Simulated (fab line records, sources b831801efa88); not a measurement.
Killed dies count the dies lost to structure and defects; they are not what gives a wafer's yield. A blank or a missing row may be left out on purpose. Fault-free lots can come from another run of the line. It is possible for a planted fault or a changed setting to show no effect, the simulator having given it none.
fab line records	flow gf180mcu
[record] lots = 14	wafers = 42	lastDay = 34
route steps=602 shown STI@15 MVPSD@85 V1@350 M2@362
lots that met no fault: taken from a fault-free run of the same line
startH: the number of hours between the record's first day and the start of the first shown wafer of the lot	waitH: hours elapsed since this lot's preceding step	" repeats the value in the row above	L1.1+2: a row that stands for several wafers	- no value, or no start given	* or withheld: withheld	< > ~ a bound
route shown NAME@n: NAME is a module with steps in the file, n the number in the route of the first one	usual: the fault-free wafers' mean and standard deviation	same: alike in all rows	chamber/n: place in a boat	sites: readings site by site	_std_site: the standard deviation of these	_edge_site: the outer-site mean with the inner-site mean subtracted	radiusMm: how far each site lies from the wafer's centre	mask NAME#n: copy n	behind: the most recent tool/chamber to have shaped the wafer	hold: the reason the lot was held/the length of the hold in hours/how it ended	device: the n, p or np transistor that did not switch	end of line: the same wafers' tests at the end of the route	for a step that has no rows: nothing shown but its recipe	killed: dies that structure and defects cost at the first sort, which is not the same as the wafer's yield	map: dies across one wafer; x = killed, . = not, _ = none there
set.NAME: the setting as run; set.NAME@STEP: as run at that earlier step	model.NAME: the simulator's own value behind a step, which no gauge read
a sample of lots followed through the steps of the route, with each step as a table and each wafer as a row
services: when a tool's chamber went out of use (startH, in hours from the record's first day, below 0 if earlier), for how many hours, and the reason
[[steps]]
[step GF_STI_ETCH_14]
[recipe] target = Si	chemistry = HBr/Cl2/O2	targetDepthNm = 360	icpW = 600	biasW = 150	pressureMtorr = 15	HBr_flow_sccm = 150	Cl2_flow_sccm = 40	O2_flow_sccm = 6	timeS = 102.9
[usual] drypumpMotorCurrentA = 5.6/0.51	oesProductAu = 0.996/0.0079	runLengthS = 131.2/0.37	throttleValvePct = 25.658/0.0094
lot.wafer	tool	chamber	startH	waitH	drypumpMotorCurrentA	oesProductAu	rfHoursCounterH	runLengthS	throttleValvePct
L313.1	rieSi-02	3	25.75	0.0	6.1	0.987	36	131.7	25.652
L313.4	"	0	"	"	6.0	0.990	106	131.3	25.656
L313.6	"	1	"	"	5.2	0.984	-	131.5	25.669
L314.1	rieSi-02	2	30.59	0.0	6.5	0.989	16	131.0	25.649
L314.2	"	1	"	"	5.2	0.987	27	131.1	25.666
L314.6	"	0	"	"	6.0	1.004	-	130.9	25.664
L315.1	rieSi-01	3	35.60	0.0	5.6	0.999	150	131.4	25.669
L315.2	"	0	"	"	5.4	1.003	1	130.8	25.667
L315.4	"	2	"	"	4.8	1.008	37	131.7	25.667
L316.2	rieSi-01	1	41.20	0.0	5.2	0.991	102	130.9	25.658
L316.5	"	1	"	"	5.2	0.990	-	130.7	25.671
L316.6	"	2	"	"	4.8	0.998	-	131.5	25.652
L317.1	rieSi-01	2	46.05	0.0	4.8	0.997	38	131.6	25.642
L317.2	"	3	"	"	5.7	1.005	150	130.9	25.634
L317.3	"	0	"	"	5.4	1.003	1	131.0	25.657
L318.2	rieSi-01	0	51.04	0.0	5.3	1.005	1	130.9	25.649
L318.4	"	3	"	"	5.7	1.006	150	131.0	25.662
L318.5	"	0	"	"	5.3	0.997	-	131.0	25.646
L323.1	rieSi-01	3	79.36	0.0	5.7	1.012	150	104.4	25.649
L323.2	"	1	"	"	5.2	0.992	103	130.4	25.654
L323.4	"	2	"	"	4.9	1.000	38	132.1	25.651
L324.2	rieSi-01	3	82.49	0.0	5.7	1.007	151	105.0	25.641
L324.3	"	2	"	"	4.9	1.005	38	131.6	25.647
L324.5	"	3	"	"	5.6	1.011	-	104.7	25.656
L327.2	rieSi-02	3	97.64	0.0	6.0	0.993	36	131.3	25.666
L327.4	"	0	"	"	6.0	0.988	107	130.8	25.660
L327.5	"	3	"	"	6.1	0.993	-	131.1	25.641
L328.1	rieSi-02	0	103.31	0.0	6.0	0.999	107	131.1	25.655
L328.4	"	3	"	"	6.0	0.993	-	131.3	25.648
L328.5	"	0	"	"	6.1	0.987	-	131.1	25.648
L333.4	rieSi-02	1	128.41	0.0	5.2	0.990	28	131.3	25.666
L333.5	"	2	"	"	6.5	0.999	-	130.7	25.655
L333.6	"	3	"	"	6.1	0.996	-	131.3	25.666
L334.1	rieSi-02	3	133.31	0.0	6.1	0.993	37	131.1	25.662
L334.5	"	3	"	"	6.1	0.978	-	131.1	25.661
L334.6	"	0	"	"	6.0	0.995	-	130.7	25.655
L335.2	rieSi-01	1	139.06	0.0	5.2	0.984	103	130.6	25.662
L335.3	"	2	"	"	4.8	1.008	39	131.7	25.657
L335.5	"	1	"	"	5.2	0.989	-	130.5	25.660
L336.1	rieSi-01	1	145.06	0.0	5.2	0.992	103	130.6	25.648
L336.5	"	3	"	"	5.6	1.011	-	131.3	25.654
L336.6	"	2	"	"	4.9	1.011	-	131.8	25.649
[step GF_STI_STRIP_15]
[recipe] chemistry = O2/N2	powerW = 1400	pressureMtorr = 1500	platenTempC = 250	o2FlowSccm = 3000	n2FlowSccm = 300	overashFraction = 0.5
[usual] drypumpMotorCurrentA = 6.24/0.22	heaterPowerW = 345/31	oesProductAu = 0.385/0.0044	stripTimeToEndpointS = 3.76/0.036
lot.wafer	tool	chamber	startH	waitH	drypumpMotorCurrentA	heaterPowerW	oesProductAu	rfHoursCounterH	stripTimeToEndpointS
L313.1	plasmaAsher-03	1	25.82	0.0	6.25	293	0.384	37	3.79
L313.4	"	1	"	"	6.25	289	0.380	-	3.76
L313.6	"	0	"	"	5.92	338	0.376	-	3.79
L314.1	plasmaAsher-04	1	30.67	0.0	6.28	376	0.384	23	3.78
L314.2	"	0	"	"	6.29	362	0.383	23	3.72
L314.6	"	0	"	"	6.26	367	0.382	-	3.72
L315.1	plasmaAsher-02	1	35.67	0.0	6.64	372	0.385	38	3.69
L315.2	"	0	"	"	6.07	325	0.388	38	3.77
L315.4	"	0	"	"	6.06	314	0.390	-	3.76
L316.2	plasmaAsher-03	1	41.27	0.0	6.28	297	0.384	38	3.75
L316.5	"	0	"	"	5.95	343	0.381	-	3.77
L316.6	"	1	"	"	6.26	289	0.386	-	3.73
L317.1	plasmaAsher-04	0	46.12	0.0	6.28	356	0.385	25	3.82
L317.2	"	1	"	"	6.33	383	0.391	25	3.74
L317.3	"	1	"	"	6.31	389	0.387	-	3.81
L318.2	plasmaAsher-04	0	51.12	0.0	6.27	359	0.386	25	3.79
L318.4	"	0	"	"	6.24	359	0.385	-	3.80
L318.5	"	1	"	"	6.31	372	0.379	-	3.75
L323.1	plasmaAsher-02	0	79.43	0.0	6.07	318	0.399	42	4.05
L323.2	"	1	"	"	6.64	371	0.382	42	3.72
L323.4	"	0	"	"	6.09	316	0.387	-	3.72
L324.2	plasmaAsher-04	0	82.57	0.0	6.22	371	0.408	28	4.05
L324.3	"	1	"	"	6.29	385	0.381	-	3.79
L324.5	"	0	"	"	6.22	362	0.406	-	4.10
L327.2	plasmaAsher-03	0	97.72	0.0	5.92	340	0.387	44	3.84
L327.4	"	1	"	"	6.26	295	0.386	-	3.80
L327.5	"	1	"	"	6.27	297	0.381	-	3.80
L328.1	plasmaAsher-03	0	103.38	0.0	5.92	330	0.382	44	3.81
L328.4	"	1	"	"	6.25	296	0.385	-	3.74
L328.5	"	0	"	"	5.93	335	0.385	-	3.77
L333.4	plasmaAsher-02	0	128.51	0.1	6.05	324	0.380	-	3.75
L333.5	"	0	"	"	6.06	318	0.383	-	3.72
L333.6	"	1	"	"	6.66	380	0.382	-	3.71
L334.1	plasmaAsher-03	0	133.38	0.0	5.94	367	0.390	2	3.73
L334.5	"	0	"	"	5.93	373	0.385	-	3.74
L334.6	"	1	"	"	6.24	307	0.376	-	3.69
L335.2	plasmaAsher-03	0	139.13	0.0	5.90	360	0.382	2	3.83
L335.3	"	1	"	"	6.27	299	0.388	-	3.76
L335.5	"	1	"	"	6.23	301	0.388	-	3.74
L336.1	plasmaAsher-02	1	145.13	0.0	6.65	376	0.382	48	3.78
L336.5	"	1	"	"	6.64	389	0.388	-	3.76
L336.6	"	0	"	"	6.08	315	0.381	-	3.71
[step GF_MVPSD_OVL_MEAS_07]
[usual] MVPSD_OVL = -0.2/1.5
lot.wafer	tool	chamber	startH	waitH	MVPSD_OVL[nm]
L313.1	overlay-02	-	95.80	-	1.9
L313.4	"	-	"	"	1.1
L313.6	"	-	"	"	0.2
L314.1	overlay-02	-	102.01	-	1.0
L314.2	"	-	"	"	1.0
L314.6	"	-	"	"	0.2
L315.1	overlay-02	-	108.36	-	-1.6
L315.2	"	-	"	"	0.1
L315.4	"	-	"	"	0.5
L316.2	overlay-02	-	115.05	-	1.9
L316.5	"	-	"	"	1.7
L316.6	"	-	"	"	1.0
L317.1	overlay-01	-	119.41	-	-1.4
L317.2	"	-	"	"	-1.7
L317.3	"	-	"	"	-1.1
L318.2	overlay-01	-	127.85	-	0.8
L318.4	"	-	"	"	-0.7
L318.5	"	-	"	"	-0.7
L323.1	overlay-01	-	156.49	-	0.1
L323.2	"	-	"	"	0.5
L323.4	"	-	"	"	-1.0
L324.2	overlay-01	-	163.85	-	0.9
L324.3	"	-	"	"	-2.2
L324.5	"	-	"	"	-0.6
L327.2	overlay-01	-	180.65	-	-2.7
L327.4	"	-	"	"	-1.2
L327.5	"	-	"	"	-1.6
L328.1	overlay-02	-	186.61	-	0.3
L328.4	"	-	"	"	-0.2
L328.5	"	-	"	"	1.0
L333.4	overlay-01	-	214.62	-	1.2
L333.5	"	-	"	"	-0.9
L333.6	"	-	"	"	-0.7
L334.1	overlay-01	-	227.24	-	0.1
L334.5	"	-	"	"	-0.5
L334.6	"	-	"	"	-0.1
L335.2	overlay-02	-	228.95	-	-2.2
L335.3	"	-	"	"	-2.1
L335.5	"	-	"	"	-2.3
L336.1	overlay-01	-	235.61	-	0.5
L336.5	"	-	"	"	0.8
L336.6	"	-	"	"	-0.7
[step GF_V1_OVL_MEAS_15]
[usual] V1_OVL = -3/5.3
lot.wafer	tool	chamber	startH	waitH	V1_OVL[nm]
L313.1	overlay-02	-	408.56	0.1	-1
L313.4	"	-	"	"	-1
L313.6	"	-	"	"	-6
L314.1	overlay-02	-	413.81	0.1	-1
L314.2	"	-	"	"	-6
L314.6	"	-	"	"	-5
L315.1	overlay-01	-	429.01	0.1	-7
L315.2	"	-	"	"	-10
L315.4	"	-	"	"	-2
L316.2	overlay-02	-	441.06	0.1	1
L316.5	"	-	"	"	3
L316.6	"	-	"	"	-4
L317.1	overlay-01	-	452.32	0.1	3
L317.2	"	-	"	"	2
L317.3	"	-	"	"	-1
L318.2	overlay-02	-	459.13	0.1	-1
L318.4	"	-	"	"	-4
L318.5	"	-	"	"	-6
L323.1	overlay-01	-	507.56	0.1	-7
L323.2	"	-	"	"	0
L323.4	"	-	"	"	-2
L324.2	overlay-02	-	512.91	0.1	-2
L324.3	"	-	"	"	-1
L324.5	"	-	"	"	1
L327.2	overlay-02	-	535.71	0.1	2
L327.4	"	-	"	"	-6
L327.5	"	-	"	"	-10
L328.1	overlay-01	-	545.21	0.1	4
L328.4	"	-	"	"	-8
L328.5	"	-	"	"	-4
L333.4	overlay-01	-	581.12	0.1	2
L333.5	"	-	"	"	12
L333.6	"	-	"	"	2
L334.1	overlay-01	-	591.41	0.1	3
L334.5	"	-	"	"	3
L334.6	"	-	"	"	0
L335.2	overlay-02	-	598.16	0.1	-2
L335.3	"	-	"	"	8
L335.5	"	-	"	"	4
L336.1	overlay-02	-	601.77	0.1	-19
L336.5	"	-	"	"	-7
L336.6	"	-	"	"	-8
[step GF_M2_SPUTTER_00]
[recipe] material = Ti	targetThkNm = 37.5	arrivingIonEnergyEv = 80	substrateTempC = 200	chamberPressurePa = 2	powerW = 4000	timeS = 150
[usual] chamberPressurePa = 2.000/0.0045	throttleValvePct = 29.7/0.85
lot.wafer	tool	chamber	startH	waitH	chamberPressurePa	throttleValvePct
L313.1	pvdSputter-01	-	409.95	0.1	2.004	30.1
L313.4	"	-	"	"	1.996	29.5
L313.6	"	-	"	"	2.004	29.0
L314.1	pvdSputter-02	-	415.26	0.2	2.000	29.6
L314.2	"	-	"	"	1.990	29.6
L314.6	"	-	"	"	1.993	29.6
L315.1	pvdSputter-01	-	430.43	0.1	1.991	29.9
L315.2	"	-	"	"	2.004	30.6
L315.4	"	-	"	"	2.002	28.8
L316.2	pvdSputter-02	-	442.46	0.1	1.995	30.0
L316.5	"	-	"	"	1.995	30.0
L316.6	"	-	"	"	2.005	29.1
L317.1	pvdSputter-02	-	453.75	0.1	2.006	29.4
L317.2	"	-	"	"	2.001	30.0
L317.3	"	-	"	"	2.001	28.8
L318.2	pvdSputter-02	-	460.65	0.2	1.997	29.1
L318.4	"	-	"	"	1.998	29.7
L318.5	"	-	"	"	2.001	29.0
L323.1	pvdSputter-01	-	508.98	0.1	2.004	29.5
L323.2	"	-	"	"	2.004	28.6
L323.4	"	-	"	"	1.994	29.6
L324.2	pvdSputter-01	-	514.36	0.1	2.008	30.3
L324.3	"	-	"	"	1.999	29.4
L324.5	"	-	"	"	1.998	29.2
L327.2	pvdSputter-01	-	537.13	0.2	1.998	29.8
L327.4	"	-	"	"	1.997	29.6
L327.5	"	-	"	"	2.012	29.0
L328.1	pvdSputter-01	-	546.63	0.2	1.992	28.9
L328.4	"	-	"	"	2.006	29.7
L328.5	"	-	"	"	1.999	29.6
L333.4	pvdSputter-01	-	582.51	0.1	2.001	29.7
L333.5	"	-	"	"	2.002	28.6
L333.6	"	-	"	"	1.999	29.7
L334.1	pvdSputter-04	-	593.08	0.1	2.004	29.5
L334.5	"	-	"	"	1.998	31.5
L334.6	"	-	"	"	2.000	31.2
L335.2	pvdSputter-04	-	599.55	0.1	1.999	29.3
L335.3	"	-	"	"	2.003	31.5
L335.5	"	-	"	"	2.000	31.6
L336.1	pvdSputter-04	-	603.20	0.2	1.992	31.3
L336.5	"	-	"	"	1.993	31.2
L336.6	"	-	"	"	1.998	31.1
[[services]]
tool	chamber	startH	hours	kind
pvdSputter-01	-	7.59	2.2	repair
rieSi-01	-	17.11	15.6	pm
pvdSputter-01	-	25.10	3.5	repair
rieSi-01	-	42.45	2.8	pm
rieSi-01	1	47.32	3.7	repair
rieSi-02	3	62.48	21.9	repair
rieSi-01	3	93.50	1.0	repair
rieSi-02	2	98.53	15.1	repair
plasmaAsher-03	-	108.75	9.0	pm
rieSi-02	1	114.60	1.5	repair
rieSi-02	2	142.19	3.2	repair
rieSi-02	2	149.12	3.3	repair
plasmaAsher-03	-	166.68	1.1	repair
rieSi-01	3	179.99	8.2	repair
rieSi-02	-	193.11	0.3	repair
rieSi-02	1	207.18	13.6	repair
pvdSputter-01	-	224.32	62.6	repair
pvdSputter-01	-	257.16	4.2	repair
rieSi-02	-	338.31	2.8	pm
plasmaAsher-03	-	381.61	0.5	repair
pvdSputter-01	-	449.63	1.9	repair
pvdSputter-01	-	496.08	0.5	repair
rieSi-01	1	552.56	3.7	repair
rieSi-01	-	579.99	0.3	repair
[[key]]
[firstSign] step = GF_STI_ETCH_14	reading = runLengthS	direction = down	sigmas = 71	usual = *	struck = *
[effect] step = GF_STI_STRIP_15	reading = stripTimeToEndpointS	direction = up	sigmas = 8.6	usual = *	struck = *
metAt GF_STI_ETCH_14
struckLots L323,L324
struckWafers L323.1,L324.2,L324.5
sortLeftOut L323.1,L324.2,L324.5
testerLeftOut L323,L324
notActingAt GF_MVPSD_OVL_MEAS_07,GF_V1_OVL_MEAS_15,GF_M2_SPUTTER_00
onsetBetween 51.04 79.36
[fault] kind = processParameterDrift	tool = rieSi-01	chamber = 3	onsetH = 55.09	steps = GF_STI_ETCH_14	channel = timeS	offset = *	shape = step	endH = 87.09	actsIn = *	stated = *
// testerLeftOut: of these lots the tester's yield and bins aren't shown, on N5 and GAA mostly nor the transistor test; their killed dies are dies lost to structure and defects alone, not to doping, threshold or leakage, so they don't give the yield
// sortLeftOut: the simulated sort isn't trusted on such a fault, so these wafers' sort isn't shown, and their yield isn't known
